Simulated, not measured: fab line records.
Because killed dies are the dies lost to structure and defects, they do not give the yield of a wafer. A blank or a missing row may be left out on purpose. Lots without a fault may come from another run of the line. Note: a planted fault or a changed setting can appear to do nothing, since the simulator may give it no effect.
8D (eight disciplines) problem report, filled in by code    flow sky130    the parts of the form that need people (team, actions taken, sign-off) are left out

1. WHAT WENT WRONG
At SKY_PAD_OPEN_PROBE_99, killed_at_front_end averages 73 over 9 wafers from 3 lots, while fault-free wafers read 14, standard deviation 4.5. That is +13 standard deviations from the usual mean.
The first sign was on wafer L781.3 at day 49 23:07, on prober-01. The record holds 12 wafers of 4 lots with a number at this step. Rule for "out" (also "out of limits"): further than 4 standard deviations from the usual mean. The other wafers with a number count as sound.

2. WHAT IT IS, AND WHAT IT ISN'T
question                     is                      is not
which readings at this step  killed_at_front_end     killed_at_M0_to_M3, killed_at_other
which lots                   L781, L782, L783        L775
which wafers of those lots   all that have a number  -
read on which tools          prober-01, prober-02    -
when                         from day 49 23:07       up to then (3 sound wafers)

3. SUSPECTS, AND WHAT RULES EACH OUT
Counting: a tool at any process step up to the reading remains a suspect when it ran all the lots that are out and ran no sound lot after the first of those.
- lpcvd-01 at SKY_POLY_GATE_CVD_00 (deposits poly-Si, target thk 180 nm, time 720 s): kept. It ran every lot that is out, first L781 (day 20 02:05), and no sound lot after that; its last sound lot up to then is L775 (day 17 20:26).
Left after counting: lpcvd-01 at SKY_POLY_GATE_CVD_00.

4. THE CAUSE (what the simulator had put in)
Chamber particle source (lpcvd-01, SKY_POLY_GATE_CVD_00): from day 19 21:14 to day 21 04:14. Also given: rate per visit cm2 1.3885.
The count eliminated every tool but this one.

5. THE CHAIN OF EFFECTS, in route order
One row per reading whose mean, taken over the struck wafers that have a number, lies over 3 standard deviations from the usual. Only readings for which the record gives a usual standard deviation are gone through. hours: the time from each lot's start at the first step in this table that gives one to its start at this step, as a median over the lots. sigmas: the change in usual standard deviations.
hours  step                   reading              usual  on struck wafers  change  sigmas
0      SKY_PAD_OPEN_PROBE_99  killed_at_front_end  14     73                +59     +13
0      SKY_PAD_OPEN_PROBE_99  killed_dies          84     130               +46     +4.8
Its process steps:
- SKY_PAD_OPEN_PROBE_99

6. WHAT WOULD HAVE CAUGHT IT SOONER
722 hours passed between the start of the fault at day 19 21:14 and the first reading out of limits in this record, taken at day 49 23:07.
An alarm limit of 4 standard deviations would not have fired on the tool readings at SKY_POLY_GATE_CVD_00 for which the record gives a usual standard deviation, since none of them was out on any struck wafer.
Each of the lots that are out, 3 in all, had begun SKY_POLY_GATE_CVD_00 on lpcvd-01 no later than day 49 23:07. Had the tool been put on hold then, not one of them would have been saved.
